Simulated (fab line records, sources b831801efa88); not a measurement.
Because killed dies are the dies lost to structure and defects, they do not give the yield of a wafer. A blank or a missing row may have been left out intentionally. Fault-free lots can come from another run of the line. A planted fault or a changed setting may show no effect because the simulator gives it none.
fab line records    flow gf180mcu
record: lots: 14  wafers: 42  last_day: 34
route steps=602 shown HV_LDD@211 M1@318 V1@351
lots that met no fault: from a run of the same line without faults
start_h: hours from the record's opening day to when the first of the lot's shown wafers began    wait_h: how many hours have passed since the lot's step before this one    " repeats the value in the row above    L1.1+2: a single row standing in for several wafers    - no value, or no start was given    * or withheld: withheld    < > ~ a bound
route shown NAME@n: a module of which the file shows steps, and the number in the route of the first    usual: mean/standard deviation of fault-free wafers    same: alike in all rows    chamber/n: place in a boat    sites: readings site by site    _std_site: standard deviation of those values    _edge_site: outer sites' mean less inner sites'    radius_mm: for every site, how far away it sits from the centre of the wafer    mask NAME#n: copy n    behind: the most recent tool/chamber to have shaped the wafer    hold: reason for holding the lot/hours on hold/outcome of the hold    device: names the non-switching transistor (n, p or np)    end of line: at the end of the route, the tests of the same wafers    where a step has no rows: the recipe by itself    killed: the dies lost at the first sort to structure and to defects; this is not the yield of the wafer    map: shows each die of a wafer: x if killed, . if not, _ if none is there
set.NAME: the setting that was run; set.NAME@STEP: the one run at that earlier step    model.NAME: the simulator's own value behind a step, which no gauge read
one table for each step of the route and one row for each wafer, over a sample of lots
services: the hour from which a tool's chamber was out of use, counted from the record's first day as start_h (under 0 if before that day), plus the number of hours and why
== steps ==
step: GF_HV_LDD_IMPLANT_35
recipe: species: P  energy_kev: 60  dose_cm2: 7.5e+12  tilt_deg: 30  rotation_deg: 180
usual: beam_on_s: 9.98/0.22  rotation_deg: 180.00/0.046
lot.wafer  tool          chamber  start_h  wait_h  beam_on_s  rotation_deg
L417.1     implanter-01  0        253.76   0.1     9.97       179.96
L417.3     "             0        "        "       10.30      180.03
L417.5     "             0        "        "       9.87       179.98
L419.3     implanter-01  0        270.01   0.1     10.12      179.92
L419.5     "             0        "        "       9.87       179.91
L419.6     "             0        "        "       9.82       179.96
L420.1     implanter-01  0        273.58   0.1     9.89       179.97
L420.3     "             0        "        "       9.76       179.94
L420.5     "             0        "        "       9.86       179.96
L421.2     implanter-01  0        285.57   0.1     9.83       179.95
L421.3     "             0        "        "       9.59       179.99
L421.6     "             0        "        "       9.59       179.99
L425.2     implanter-03  0        314.99   0.1     10.02      180.05
L425.5     "             0        "        "       10.12      180.03
L425.6     "             0        "        "       9.98       180.00
L426.3     implanter-03  0        322.99   0.1     9.96       180.08
L426.4     "             0        "        "       10.05      180.03
L426.6     "             0        "        "       10.21      179.98
L428.2     implanter-02  0        343.06   0.1     10.36      180.03
L428.3     "             0        "        "       9.92       180.06
L428.6     "             0        "        "       10.38      180.03
L429.1     implanter-03  0        350.26   0.1     9.99       281.79
L429.2     "             0        "        "       10.08      281.75
L429.5     "             0        "        "       9.92       281.81
L430.1     implanter-02  0        355.59   0.1     10.17      179.97
L430.4     "             0        "        "       9.80       179.96
L430.5     "             0        "        "       9.94       180.04
L431.1     implanter-03  0        362.94   0.1     9.77       281.89
L431.4     "             0        "        "       9.86       281.82
L431.5     "             0        "        "       9.78       281.82
L437.2     implanter-02  0        411.07   0.1     10.01      179.95
L437.4     "             0        "        "       9.74       179.99
L437.5     "             0        "        "       10.02      179.98
L438.2     implanter-02  0        415.61   0.1     9.97       179.95
L438.3     "             0        "        "       10.06      179.96
L438.4     "             0        "        "       9.80       180.02
L439.2     implanter-01  0        424.18   0.1     9.42       179.91
L439.3     "             0        "        "       10.00      180.02
L439.4     "             0        "        "       10.18      180.00
L440.4     implanter-01  0        430.23   0.1     10.17      179.99
L440.5     "             0        "        "       9.98       179.92
L440.6     "             0        "        "       10.11      179.99
step: GF_M1_SPUTTER_03
recipe: material: Ti  target_thk_nm: 10  substrate_temp_c: 300  chamber_pressure_pa: 0.3  power_w: 3000  time_s: 6.7
usual: throttle_valve_pct: 29.8/1.2
lot.wafer  tool            chamber  start_h  wait_h  throttle_valve_pct
L417.1     pvd_sputter-03  -        362.79   0.0     30.8
L417.3     "               -        "        "       31.0
L417.5     "               -        "        "       27.9
L419.3     pvd_sputter-03  -        382.34   0.0     31.2
L419.5     "               -        "        "       31.3
L419.6     "               -        "        "       29.1
L420.1     pvd_sputter-01  -        384.46   0.0     28.8
L420.3     "               -        "        "       30.6
L420.5     "               -        "        "       30.6
L421.2     pvd_sputter-03  -        401.31   0.0     28.6
L421.3     "               -        "        "       30.7
L421.6     "               -        "        "       29.0
L425.2     pvd_sputter-02  -        434.34   0.0     30.7
L425.5     "               -        "        "       30.5
L425.6     "               -        "        "       29.7
L426.3     pvd_sputter-01  -        444.86   0.0     27.6
L426.4     "               -        "        "       27.6
L426.6     "               -        "        "       30.6
L428.2     pvd_sputter-01  -        466.03   0.0     27.8
L428.3     "               -        "        "       28.6
L428.6     "               -        "        "       27.5
L429.1     pvd_sputter-01  -        475.46   0.0     27.5
L429.2     "               -        "        "       30.5
L429.5     "               -        "        "       28.4
L430.1     pvd_sputter-03  -        481.08   0.0     31.2
L430.4     "               -        "        "       30.6
L430.5     "               -        "        "       31.4
L431.1     pvd_sputter-01  -        488.41   0.0     30.9
L431.4     "               -        "        "       27.3
L431.5     "               -        "        "       27.5
L437.2     pvd_sputter-02  -        537.46   0.0     30.1
L437.4     "               -        "        "       29.7
L437.5     "               -        "        "       30.6
L438.2     pvd_sputter-02  -        542.52   0.0     30.5
L438.3     "               -        "        "       30.2
L438.4     "               -        "        "       30.1
L439.2     pvd_sputter-01  -        550.76   0.0     31.4
L439.3     "               -        "        "       30.9
L439.4     "               -        "        "       27.5
L440.4     pvd_sputter-01  -        555.42   0.0     31.1
L440.5     "               -        "        "       30.7
L440.6     "               -        "        "       31.3
step: GF_M1_CD_MEAS_14
recipe: target_cd_nm: 230
usual: cd_nm: 230.0/1
lot.wafer  tool       chamber  start_h  wait_h  cd_nm
L417.1     cd_sem-01  -        385.22   0.1     228.6
L417.3     "          -        "        "       228.9
L417.5     "          -        "        "       227.9
L419.3     cd_sem-02  -        406.22   0.1     230.5
L419.5     "          -        "        "       230.8
L419.6     "          -        "        "       231.5
L420.1     cd_sem-01  -        408.18   0.1     229.5
L420.3     "          -        "        "       229.2
L420.5     "          -        "        "       229.7
L421.2     cd_sem-02  -        425.02   0.1     229.3
L421.3     "          -        "        "       227.6
L421.6     "          -        "        "       228.5
L425.2     cd_sem-01  -        458.89   0.1     228.8
L425.5     "          -        "        "       229.5
L425.6     "          -        "        "       230.0
L426.3     cd_sem-01  -        469.64   0.1     229.4
L426.4     "          -        "        "       230.5
L426.6     "          -        "        "       229.5
L428.2     cd_sem-01  -        489.22   0.1     230.2
L428.3     "          -        "        "       228.5
L428.6     "          -        "        "       230.7
L429.1     cd_sem-01  -        499.80   0.1     229.8
L429.2     "          -        "        "       229.7
L429.5     "          -        "        "       229.7
L430.1     cd_sem-02  -        505.37   0.1     230.9
L430.4     "          -        "        "       232.5
L430.5     "          -        "        "       230.1
L431.1     cd_sem-02  -        512.05   0.1     229.1
L431.4     "          -        "        "       229.3
L431.5     "          -        "        "       228.8
L437.2     cd_sem-02  -        559.77   0.1     231.8
L437.4     "          -        "        "       230.3
L437.5     "          -        "        "       231.7
L438.2     cd_sem-01  -        565.14   0.1     230.8
L438.3     "          -        "        "       231.0
L438.4     "          -        "        "       230.8
L439.2     cd_sem-02  -        573.22   0.1     228.8
L439.3     "          -        "        "       229.7
L439.4     "          -        "        "       229.8
L440.4     cd_sem-02  -        577.86   0.1     227.9
L440.5     "          -        "        "       229.3
L440.6     "          -        "        "       229.8
step: GF_V1_ETCH_16
recipe: chemistry: N2/H2  target_depth_a: withheld  overetch_a: withheld  time_s: withheld  target: BARC  ion_energy_ev: 200  source_w: 500  bias_w: 100  pressure_mtorr: 30  n2_flow_sccm: 100  h2_flow_sccm: 200
usual: drypump_motor_current_A: 5.8/0.38  oes_product_au: 0.854/0.0054  throttle_valve_pct: 13.226/0.0091
lot.wafer  tool         chamber  start_h  wait_h  drypump_motor_current_A  oes_product_au  throttle_valve_pct
L417.1     rie_diel-04  3        410.02   0.0     6.3                      0.854           13.226
L417.3     "            1        "        "       6.5                      0.856           13.225
L417.5     "            3        "        "       6.3                      0.852           13.247
L419.3     rie_diel-03  1        431.09   0.0     6.4                      0.855           13.234
L419.5     "            1        "        "       6.5                      0.857           13.213
L419.6     "            0        "        "       5.6                      0.858           13.220
L420.1     rie_diel-03  0        434.16   0.0     5.6                      0.849           13.222
L420.3     "            2        "        "       6.0                      0.862           13.223
L420.5     "            2        "        "       6.0                      0.851           13.242
L421.2     rie_diel-02  1        450.94   0.0     5.6                      0.853           13.235
L421.3     "            2        "        "       5.8                      0.848           13.210
L421.6     "            1        "        "       5.6                      0.859           13.231
L425.2     rie_diel-04  3        484.54   0.0     6.3                      0.849           13.214
L425.5     "            0        "        "       5.4                      0.853           13.202
L425.6     "            2        "        "       5.7                      0.861           13.236
L426.3     rie_diel-02  1        495.46   0.0     5.6                      0.850           13.214
L426.4     "            3        "        "       5.9                      0.857           13.232
L426.6     "            1        "        "       5.6                      0.849           13.238
L428.2     rie_diel-03  1        514.72   0.0     6.4                      0.861           13.230
L428.3     "            3        "        "       5.4                      0.857           13.222
L428.6     "            3        "        "       5.4                      0.849           13.213
L429.1     rie_diel-02  0        524.24   0.0     5.4                      0.855           13.223
L429.2     "            1        "        "       5.6                      0.849           13.218
L429.5     "            1        "        "       5.6                      0.849           13.236
L430.1     rie_diel-03  1        530.14   0.0     6.4                      0.864           13.230
L430.4     "            0        "        "       5.6                      0.848           13.236
L430.5     "            3        "        "       5.5                      0.850           13.233
L431.1     rie_diel-04  0        536.92   0.0     5.3                      0.865           13.237
L431.4     "            1        "        "       6.5                      0.851           13.229
L431.5     "            1        "        "       6.5                      0.860           13.220
L437.2     rie_diel-02  2        582.37   0.0     5.8                      0.851           13.220
L437.4     "            3        "        "       5.9                      0.856           13.224
L437.5     "            1        "        "       5.6                      0.850           13.237
L438.2     rie_diel-03  0        588.12   0.0     5.6                      0.862           13.225
L438.3     "            1        "        "       6.5                      0.851           13.228
L438.4     "            3        "        "       5.4                      0.855           13.220
L439.2     rie_diel-04  3        596.59   0.0     6.3                      0.859           13.235
L439.3     "            2        "        "       5.7                      0.852           13.233
L439.4     "            0        "        "       5.4                      0.864           13.228
L440.4     rie_diel-02  0        601.17   0.0     5.4                      0.860           13.234
L440.5     "            2        "        "       5.8                      0.854           13.212
L440.6     "            1        "        "       5.6                      0.861           13.219
== services ==
tool            chamber  start_h  hours  kind
implanter-02    -        232.30   3.4    repair
implanter-02    -        251.22   6.6    repair
implanter-02    -        274.72   1.5    repair
implanter-02    -        278.55   4.1    pm
rie_diel-04     -        301.45   2.8    pm
pvd_sputter-01  -        314.78   1.2    repair
rie_diel-03     0        333.28   2.7    repair
implanter-03    -        344.11   2.1    repair
implanter-02    -        361.64   1.4    repair
pvd_sputter-01  -        414.34   1.9    repair
rie_diel-04     2        414.74   13.5   repair
pvd_sputter-03  -        417.67   23.2   repair
implanter-02    -        435.73   22.9   repair
rie_diel-04     1        444.60   15.0   repair
rie_diel-03     3        458.28   6.6    repair
pvd_sputter-03  -        458.79   3.7    repair
pvd_sputter-03  -        460.62   4.5    repair
rie_diel-03     -        463.13   14.6   pm
implanter-03    -        464.30   5.6    repair
implanter-03    -        469.88   5.1    pm
rie_diel-02     -        473.14   15.6   pm
rie_diel-02     3        488.89   6.3    repair
implanter-01    -        506.24   2.7    pm
rie_diel-02     2        568.54   4.7    repair
== key ==
first_sign: step: GF_HV_LDD_IMPLANT_35  reading: rotation_deg  direction: up  sigmas: 99+  usual: 180.00  struck: 281.81
effect none on later readings
met_at GF_HV_LDD_IMPLANT_35
struck_lots L429,L431
tester_left_out L429,L431
not_acting_at GF_M1_SPUTTER_03,GF_M1_CD_MEAS_14,GF_V1_ETCH_16
onset_between 322.99 350.26
fault: kind: process_parameter_drift  tool: implanter-03  chamber: -  onset_h: 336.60  steps: GF_HV_LDD_IMPLANT_35  channel: rotation_deg  offset: 101.81  shape: step  end_h: 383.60  acts_in: these_recipes_only  stated: 180
tester_left_out: of these lots the tester's yield and bins aren't shown, on N5 and GAA mostly nor the transistor test; their killed dies are dies lost to structure and defects alone, not to doping, threshold or leakage, so they don't give the yield
